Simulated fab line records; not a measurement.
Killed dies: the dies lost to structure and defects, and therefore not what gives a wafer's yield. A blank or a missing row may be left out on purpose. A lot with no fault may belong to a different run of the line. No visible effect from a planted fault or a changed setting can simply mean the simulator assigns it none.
fab line records	flow sky130
[record] lots = 6	wafers = 18	last-day = 50
route steps=708 shown FIELD_ISO@13 PAD_OPEN@708
lots untouched by any fault: they come from a run of this same line in which no faults occurred
start-h: the number of hours between the record's first day and the start of the first shown wafer of the lot	wait-h: how many hours have passed since the lot's step before this one	" unchanged from the row above	L1.1+2: a single row standing in for several wafers	- value missing, or start not given	* or withheld: withheld	< > ~ a bound
route shown NAME@n: a module of which the file shows steps, and the number in the route of the first	usual: the fault-free wafers' mean and standard deviation	same: alike in all rows	chamber/n: place in a boat	sites: the reading at each site	_std_site: the values' standard deviation	_edge_site: mean of outer sites minus mean of inner sites	radius-mm: how far each site lies from the wafer's centre	mask NAME#n: copy n	behind: tool/chamber where the wafer was last shaped	hold: the reason the lot was held/the length of the hold in hours/how it ended	device: whichever transistor did not switch (one of n, p or np)	end of line: tests run on the same wafers once the route is complete	step lacking rows: just its recipe	killed: not the wafer's yield, but the dies lost to structure and defects at the first sort	map: shows each die of a wafer: x if killed, . if not, _ if none is there
set.NAME: the setting the step ran with; set.NAME@STEP: the setting that earlier step ran with	model.NAME: the simulator's own value behind a step, which no gauge read
lots seen at some steps along the route; tables by step, rows by wafer
services: from which hour (start-h, from the record's first day; less than 0 if before it) a tool's chamber was out of use, for how many hours, and why
[[steps]]
[step SKY_FIELD_ISO_DEVELOP_12]
[recipe] develop-time-s = 60	resist = KrF-thick	dev-temp-c = 21
[step SKY_FIELD_ISO_CD_MEAS_13]
[recipe] target-cd-nm = 150
[usual] cd-nm = 150.2/1.6
lot.wafer	tool	chamber	start-h	wait-h	cd-nm
L420.2	cd-sem-02	-	44.37	-	151.7
L420.4	"	-	"	"	151.4
L420.6	"	-	"	"	151.5
L427.3	cd-sem-02	-	81.09	-	148.2
L427.4	"	-	"	"	149.1
L427.5	"	-	"	"	148.1
L433.2	cd-sem-01	-	112.42	-	150.5
L433.4	"	-	"	"	152.3
L433.5	"	-	"	"	148.6
L434.3	cd-sem-01	-	119.99	-	150.2
L434.5	"	-	"	"	148.7
L434.6	"	-	"	"	148.7
L436.1	cd-sem-01	-	126.65	-	151.5
L436.3	"	-	"	"	149.8
L436.6	"	-	"	"	151.2
L440.1	cd-sem-02	-	148.60	-	150.0
L440.2	"	-	"	"	151.6
L440.6	"	-	"	"	148.3
[step SKY_FIELD_ISO_ETCH_14]
[recipe] chemistry = N2/H2	target = BARC	ion-energy-ev = 200	source-w = 500	bias-w = 100	pressure-mtorr = 30	n2-flow-sccm = 100	h2-flow-sccm = 200	stop-on = SiO2	time-s = 45.9	target-depth-a = 600
[usual] bias-w = 100.0/0.3	drypump-motor-current-A = 5.6/0.32	oes-product-au = 0.855/0.0047	throttle-valve-pct = 13.224/0.0094
[same] time-s = 45.9
lot.wafer	tool	chamber	start-h	wait-h	bias-w	drypump-motor-current-A	oes-product-au	rf-hours-counter-h	throttle-valve-pct
L420.2	rie-diel-01	2	44.47	0.1	100.4	5.9	0.861	126	13.243
L420.4	"	0	"	"	99.6	5.6	0.847	45	13.233
L420.6	"	1	"	"	99.8	5.4	0.864	-	13.228
L427.3	rie-diel-03	1	81.17	0.1	100.0	6.1	0.861	34	13.224
L427.4	"	1	"	"	99.3	6.2	0.852	-	13.221
L427.5	"	0	"	"	99.8	5.7	0.849	-	13.214
L433.2	rie-diel-04	2	112.52	0.1	100.3	5.4	0.853	132	13.224
L433.4	"	3	"	"	100.1	5.3	0.852	69	13.234
L433.5	"	2	"	"	100.1	5.4	0.851	-	13.234
L434.3	rie-diel-04	0	120.07	0.1	100.1	5.2	0.854	32	13.210
L434.5	"	3	"	"	100.0	5.3	0.863	-	13.226
L434.6	"	2	"	"	99.8	5.4	0.858	-	13.226
L436.1	rie-diel-03	3	126.77	0.1	100.3	5.7	0.853	132	13.232
L436.3	"	0	"	"	99.9	5.8	0.857	142	13.232
L436.6	"	2	"	"	99.5	5.8	0.849	-	13.240
L440.1	rie-diel-04	3	148.72	0.1	100.0	5.3	0.859	70	13.233
L440.2	"	2	"	"	100.4	5.4	0.859	133	13.212
L440.6	"	0	"	"	100.3	5.2	0.851	-	13.221
[step SKY_FIELD_ISO_ETCH_15]
[recipe] chemistry = CHF3/O2	target-depth-nm = 180	stop-on = Si	source-w = 600	bias-w = 200	pressure-mtorr = 40	chf3-flow-sccm = 50	O2_flow_sccm = 5	time-s = 72
[usual] bias-w = 200.1/0.62	drypump-motor-current-A = 5.6/0.32	oes-product-au = 0.947/0.0075	throttle-valve-pct = 8.843/0.01
[same] time-s = 72
lot.wafer	tool	chamber	start-h	wait-h	bias-w	drypump-motor-current-A	oes-product-au	rf-hours-counter-h	throttle-valve-pct
L420.2	rie-diel-01	2	44.51	0.0	200.7	5.9	0.948	126	8.839
L420.4	"	0	"	"	199.9	5.6	0.944	45	8.842
L420.6	"	1	"	"	200.1	5.4	0.949	-	8.843
L427.3	rie-diel-03	1	81.21	0.0	200.4	6.2	0.959	34	8.850
L427.4	"	1	"	"	200.4	6.2	0.943	-	8.850
L427.5	"	0	"	"	199.2	5.8	0.948	-	8.839
L433.2	rie-diel-04	2	112.56	0.0	201.2	5.4	0.945	132	8.854
L433.4	"	3	"	"	200.0	5.3	0.961	69	8.842
L433.5	"	2	"	"	200.9	5.4	0.959	-	8.839
L434.3	rie-diel-04	0	120.11	0.0	199.7	5.2	0.962	32	8.856
L434.5	"	3	"	"	200.7	5.3	0.949	-	8.846
L434.6	"	2	"	"	200.8	5.3	0.949	-	8.849
L436.1	rie-diel-03	3	126.81	0.0	199.4	5.7	0.943	132	8.847
L436.3	"	0	"	"	200.5	5.8	0.947	142	8.823
L436.6	"	2	"	"	199.1	5.8	0.938	-	8.831
L440.1	rie-diel-04	3	148.76	0.0	200.0	5.3	0.944	70	8.841
L440.2	"	2	"	"	199.4	5.3	0.943	133	8.839
L440.6	"	0	"	"	199.6	5.3	0.940	-	8.843
[step SKY_FIELD_ISO_STRIP_16]
[recipe] chemistry = O2/N2	power-w = 1400	pressure-mtorr = 1500	platen-temp-c = withheld	o2-flow-sccm = 3000	n2-flow-sccm = 300	overash-fraction = 0.5
[usual] drypump-motor-current-A = 6.13/0.19	oes-product-au = 0.378/0.0046	strip-time-to-endpoint-s = 3.555/0.024
lot.wafer	tool	chamber	start-h	wait-h	drypump-motor-current-A	oes-product-au	rf-hours-counter-h	strip-time-to-endpoint-s
L420.2	plasma-asher-03	0	44.57	0.0	6.49	0.373	21	3.548
L420.4	"	0	"	"	6.45	0.381	-	3.578
L420.6	"	0	"	"	6.46	0.379	-	3.550
L427.3	plasma-asher-02	0	81.30	0.1	5.98	0.374	-	3.536
L427.4	"	1	"	"	6.15	0.377	-	3.536
L427.5	"	1	"	"	6.15	0.382	-	3.562
L433.2	plasma-asher-04	0	112.62	0.0	5.91	0.376	43	3.544
L433.4	"	1	"	"	6.34	0.376	-	3.576
L433.5	"	1	"	"	6.35	0.373	-	3.554
L434.3	plasma-asher-04	0	120.20	0.1	5.89	0.367	-	3.541
L434.5	"	0	"	"	5.90	0.382	-	3.580
L434.6	"	1	"	"	6.30	0.380	-	3.537
L436.1	plasma-asher-03	1	126.87	0.0	6.07	0.380	29	3.582
L436.3	"	1	"	"	6.06	0.372	-	3.552
L436.6	"	0	"	"	6.47	0.376	-	3.551
L440.1	plasma-asher-02	1	148.82	0.0	6.15	0.369	3	3.606
L440.2	"	0	"	"	5.98	0.382	3	3.572
L440.6	"	1	"	"	6.15	0.383	-	3.559
[step SKY_FIELD_ISO_ETCH_17]
[recipe] target-depth-a = 3420	mask-material = Si3N4	chemistry = HBr/Cl2/O2	target = Si	taper-deg = 5	icp-w = 600	bias-w = 150	pressure-mtorr = 15	HBr_flow_sccm = 150	Cl2_flow_sccm = 40	O2_flow_sccm = 6	time-s = 97.7
[usual] bias-w = 150.0/0.44	drypump-motor-current-A = 5.8/0.5	oes-product-au = 1.001/0.0078	throttle-valve-pct = 25.656/0.0091
[same] time-s = 97.7
lot.wafer	tool	chamber	start-h	wait-h	bias-w	drypump-motor-current-A	oes-product-au	rf-hours-counter-h	throttle-valve-pct
L420.2	rie-si-02	2	44.67	0.1	150.7	6.0	1.003	31	25.632
L420.4	"	3	"	"	150.4	5.7	0.998	116	25.653
L420.6	"	1	"	"	149.9	5.3	1.012	-	25.653
L427.3	rie-si-02	0	81.37	0.0	150.0	5.5	0.994	1	25.661
L427.4	"	3	"	"	149.8	5.7	0.993	116	25.654
L427.5	"	3	"	"	149.6	5.7	0.995	-	25.670
L433.2	rie-si-02	2	112.72	0.1	149.5	6.0	1.005	31	25.653
L433.4	"	1	"	"	150.2	5.3	0.998	38	25.664
L433.5	"	3	"	"	150.1	5.7	0.991	-	25.669
L434.3	rie-si-01	2	120.27	0.0	150.1	6.7	1.005	71	25.650
L434.5	"	2	"	"	149.6	6.7	1.004	-	25.665
L434.6	"	3	"	"	149.7	5.7	1.003	-	25.660
L436.1	rie-si-01	1	126.97	0.1	149.3	6.4	0.997	107	25.660
L436.3	"	2	"	"	150.0	6.6	0.996	71	25.645
L436.6	"	2	"	"	150.8	6.6	1.002	-	25.656
L440.1	rie-si-01	0	148.92	0.1	149.5	5.0	0.998	5	25.672
L440.2	"	2	"	"	149.7	6.6	1.005	71	25.646
L440.6	"	2	"	"	150.0	6.6	1.000	-	25.652
[step SKY_FIELD_ISO_WET_ETCH_18]
[recipe] chemistry = H3PO4	target-depth-nm = 25	temp-c = 160	target = Si3N4	time-s = 286
[step SKY_FIELD_ISO_CLEAN_19]
[recipe] chemistry = SC1/SC2	mix = 1:4:20	temp-c = 70	time-s = 150
[step SKY_FIELD_ISO_CLEAN_20]
[recipe] chemistry = dHF	time-s = 20	dilution = 100:1
[step SKY_FIELD_ISO_WET_ETCH_21]
[recipe] chemistry = dHF	dilution = 100:1	target-depth-nm = 20	dry = ipa-marangoni	target = SiO2	temp-c = 25	time-s = 400
[step SKY_FIELD_ISO_OXIDATION_22]
[recipe] temp-c = 950	ambient = O2	stabilise-s = 600	purge-s = 300	target-thk-a = 100	ox-time-s = 623
[step SKY_FIELD_ISO_THK_MEAS_23]
[recipe] reads = SiO2_of_FIELD_ISO_OXIDATION_22
[usual] FIELD_ISO_OXIDATION_01_THK = 9.85/0.25
lot.wafer	tool	chamber	start-h	wait-h	FIELD_ISO_OXIDATION_01_THK[nm]
L420.2	film-metro-03	-	46.24	0.0	9.68
L420.4	"	-	"	"	9.55
L420.6	"	-	"	"	9.70
L427.3	film-metro-03	-	83.55	0.0	9.44
L427.4	"	-	"	"	9.53
L427.5	"	-	"	"	9.43
L433.2	film-metro-03	-	114.51	0.0	10.24
L433.4	"	-	"	"	10.32
L433.5	"	-	"	"	10.33
L434.3	film-metro-03	-	126.66	0.0	10.05
L434.5	"	-	"	"	9.90
L434.6	"	-	"	"	9.80
L436.1	film-metro-01	-	129.69	0.0	9.97
L436.3	"	-	"	"	10.03
L436.6	"	-	"	"	9.82
L440.1	film-metro-01	-	151.44	0.0	9.99
L440.2	"	-	"	"	10.21
L440.6	"	-	"	"	10.05
[step SKY_FIELD_ISO_CVD_24]
[recipe] material = SiO2	target-thk-nm = 595	temp-c = 650	sigma-open-frac = 0.3	time-s = 99.2	sih4-flow-sccm = 60	pressure-mtorr = 6
[usual] pressure-mtorr = 5.999/0.012
[same] time-s = 99.2
lot.wafer	tool	chamber	start-h	wait-h	pressure-mtorr
L420.2	hdpcvd-01	2	46.29	0.0	6.005
L420.4	"	2	"	"	5.999
L420.6	"	1	"	"	6.003
L427.3	hdpcvd-02	0	83.59	0.0	5.993
L427.4	"	2	"	"	5.999
L427.5	"	0	"	"	5.985
L433.2	hdpcvd-01	2	114.56	0.0	5.980
L433.4	"	1	"	"	5.999
L433.5	"	2	"	"	6.001
L434.3	hdpcvd-02	2	126.70	0.0	5.993
L434.5	"	2	"	"	5.982
L434.6	"	1	"	"	4.781
L436.1	hdpcvd-02	1	129.75	0.1	4.789
L436.3	"	2	"	"	5.988
L436.6	"	1	"	"	4.792
L440.1	hdpcvd-01	0	151.50	0.1	6.018
L440.2	"	2	"	"	6.004
L440.6	"	0	"	"	6.013
[step SKY_FIELD_ISO_THK_MEAS_25]
[recipe] reads = SiO2_of_FIELD_ISO_CVD_24
[usual] FIELD_ISO_CVD_24_THK = 593/5.6
lot.wafer	tool	chamber	start-h	wait-h	FIELD_ISO_CVD_24_THK[nm]
L420.2	film-metro-04	-	46.37	0.0	601
L420.4	"	-	"	"	600
L420.6	"	-	"	"	599
L427.3	film-metro-04	-	83.68	0.1	594
L427.4	"	-	"	"	590
L427.5	"	-	"	"	591
L433.2	film-metro-03	-	114.64	0.0	583
L433.4	"	-	"	"	587
L433.5	"	-	"	"	585
L434.3	film-metro-01	-	126.79	0.1	592
L434.5	"	-	"	"	599
L434.6	"	-	"	"	591
L436.1	film-metro-04	-	129.82	0.0	586
L436.3	"	-	"	"	597
L436.6	"	-	"	"	594
L440.1	film-metro-03	-	151.57	0.0	586
L440.2	"	-	"	"	593
L440.6	"	-	"	"	594
[step SKY_PAD_OPEN_PROBE_99]
[usual] killed_at_M0_to_M3 = 45/7	killed_at_M4_up = 3.4/1.8	killed-at-contacts = 24/5.4	killed-at-front-end = 16/4.8	killed-at-other = 0.4/0.62	killed-dies = 89/10	killed-open = 48/7.2	killed-short = 40/6.3
[same] gross-dies = 492	killed-at-back-side = 0
lot.wafer	tool	chamber	start-h	wait-h	killed_at_M0_to_M3	killed_at_M4_up	killed-at-contacts	killed-at-front-end	killed-at-other	killed-dies	killed-open	killed-short
L427.3	prober-01	-	1137.23	0.2	52	2	34	11	0	99	56	43
L427.4	prober-01	-	1137.28	0.2	44	3	30	14	1	92	52	40
L427.5	prober-01	-	1137.33	0.2	51	4	31	15	0	101	68	33
L434.3	prober-01	-	1176.87	0.2	42	1	23	19	2	87	47	38
L434.5	prober-01	-	1176.97	0.2	40	3	21	12	0	76	47	29
L434.6	prober-01	-	1177.02	0.2	42	3	18	9	0	72	49	23
L436.1	prober-02	-	1177.96	0.1	47	1	23	14	0	85	43	42
L436.3	prober-02	-	1178.06	0.2	60	2	25	18	0	105	55	50
L436.6	prober-02	-	1178.21	0.2	52	2	21	22	0	97	54	43
L440.1	prober-01	-	1196.17	0.1	35	1	30	12	0	78	41	37
L440.2	prober-01	-	1196.22	0.1	41	3	27	14	0	85	48	37
L440.6	prober-01	-	1196.42	0.2	45	7	29	20	0	101	55	46
// killed by level:class
L427.3 CONTACT:geometric-particle:open=18 VIA3:geometric-particle:open=8 LI_CONTACT:geometric-particle:open=7 METAL1:geometric-particle:short=7 VIA2:geometric-particle:open=7 VIA1:geometric-particle:short=6 METAL2:geometric-particle:short=6 VIA1:geometric-particle:open=5
L427.4 VIA1:geometric-particle:open=12 CONTACT:geometric-particle:open=10 LOCAL_INTERCONNECT:geometric-particle:short=8 LI_CONTACT:geometric-particle:open=7 VIA2:geometric-particle:open=7 VIA3:geometric-particle:open=6 METAL2:geometric-particle:short=5 VIA1:geometric-particle:short=4
L427.5 VIA1:geometric-particle:open=15 CONTACT:geometric-particle:open=13 LI_CONTACT:geometric-particle:open=11 VIA3:geometric-particle:open=8 VIA2:geometric-particle:open=7 METAL1:geometric-particle:short=5 POLY_GATE:geometric-particle:open=4 VIA1:geometric-particle:short=4
L434.3 VIA1:geometric-particle:open=10 LI_CONTACT:geometric-particle:open=8 POLY_GATE:geometric-particle:open=7 METAL2:geometric-particle:short=7 METAL1:geometric-particle:short=7 VIA2:geometric-particle:open=6 POLY_GATE:geometric-particle:short=4 CONTACT:geometric-particle:open=4
L434.5 CONTACT:geometric-particle:open=12 VIA1:geometric-particle:open=12 VIA2:geometric-particle:open=7 VIA1:geometric-particle:short=6 METAL1:geometric-particle:short=5 FIELD_ISO:geometric-particle:short=4 LI_CONTACT:geometric-particle:open=4 VIA3:geometric-particle:open=4
L434.6 VIA2:geometric-particle:open=12 VIA1:geometric-particle:open=7 CONTACT:geometric-particle:open=6 LI_CONTACT:geometric-particle:open=6 VIA3:geometric-particle:open=6 VIA1:geometric-particle:short=6 POLY_GATE:geometric-particle:open=3 METAL2:geometric-particle:open=3
L436.1 CONTACT:geometric-particle:open=12 VIA1:geometric-particle:open=10 METAL1:geometric-particle:short=9 METAL2:geometric-particle:short=6 FIELD_ISO:geometric-particle:short=5 VIA2:geometric-particle:short=5 POLY_GATE:geometric-particle:open=4 LI_CONTACT:geometric-particle:open=4
L436.3 VIA1:geometric-particle:open=18 METAL2:geometric-particle:short=14 CONTACT:geometric-particle:open=9 LI_CONTACT:geometric-particle:open=7 POLY_GATE:geometric-particle:short=6 VIA3:geometric-particle:open=5 METAL3:geometric-particle:short=5 FIELD_ISO:geometric-particle:short=4
L436.6 VIA1:geometric-particle:open=11 VIA2:geometric-particle:open=11 CONTACT:geometric-particle:short=8 CONTACT:geometric-particle:open=8 VIA3:geometric-particle:open=7 METAL2:geometric-particle:short=7 METAL1:geometric-particle:short=5 POLY_GATE:geometric-particle:open=5
L440.1 CONTACT:geometric-particle:open=9 VIA1:geometric-particle:open=7 CONTACT:geometric-particle:short=6 LI_CONTACT:geometric-particle:open=6 LOCAL_INTERCONNECT:geometric-particle:short=6 METAL1:geometric-particle:short=5 VIA1:geometric-particle:short=5 VIA2:geometric-particle:open=5
L440.2 VIA1:geometric-particle:open=12 VIA2:geometric-particle:open=9 CONTACT:geometric-particle:short=8 CONTACT:geometric-particle:open=8 POLY_GATE:geometric-particle:short=6 VIA3:geometric-particle:open=6 LI_CONTACT:geometric-particle:open=5 LOCAL_INTERCONNECT:geometric-particle:short=3
L440.6 VIA1:geometric-particle:open=15 LI_CONTACT:geometric-particle:open=10 LOCAL_INTERCONNECT:geometric-particle:short=8 VIA1:geometric-particle:short=7 VIA3:geometric-particle:open=6 VIA2:geometric-particle:open=6 FIELD_ISO:geometric-particle:open=5 CONTACT:geometric-particle:open=5
[[services]]
tool	chamber	start-h	hours	kind
rie-diel-01	-	32.62	0.5	repair
rie-si-01	-	34.34	4.0	pm
rie-si-01	2	38.39	5.6	repair
hdpcvd-02	-	41.33	1.6	repair
rie-diel-03	2	42.79	11.5	repair
hdpcvd-02	-	66.75	15.0	pm
hdpcvd-02	0	66.75	15.0	vent-cycle
hdpcvd-02	1	66.75	15.0	vent-cycle
hdpcvd-02	2	66.75	15.0	vent-cycle
hdpcvd-02	1	70.09	3.8	repair
rie-diel-01	0	70.37	11.6	repair
rie-si-01	0	76.85	8.3	repair
rie-diel-03	2	76.88	5.8	repair
hdpcvd-02	0	81.75	-	clean
hdpcvd-02	1	81.75	-	clean
hdpcvd-02	2	81.75	-	clean
rie-diel-03	1	98.29	3.6	repair
rie-diel-04	3	105.02	4.4	repair
plasma-asher-02	-	108.75	9.0	pm
rie-si-02	3	127.54	5.6	repair
hdpcvd-01	1	128.34	22.6	repair
rie-diel-01	-	129.35	1.0	repair
hdpcvd-02	-	136.47	0.3	repair
plasma-asher-02	-	149.69	2.3	repair
[[key]]
[first-sign] step = SKY_FIELD_ISO_CVD_24	reading = pressure-mtorr	direction = down	sigmas = 99+	usual = 5.999	struck = 4.787
effect none on later readings
met-at SKY_FIELD_ISO_CVD_24
struck-wafers L434.6,L436.1,L436.6
tester-left-out L434,L436
[fault] kind = process-parameter-drift	tool = hdpcvd-02	chamber = 1	onset-h = 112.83	steps = SKY_FIELD_ISO_CVD_24	channel = pressure-mtorr	offset = -1.2	shape = step	end-h = 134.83	acts-in = these-recipes-only	stated = 6
// tester-left-out: of these lots the tester's yield and bins aren't shown, on N5 and GAA mostly nor the transistor test; their killed dies are dies lost to structure and defects alone, not to doping, threshold or leakage, so they don't give the yield
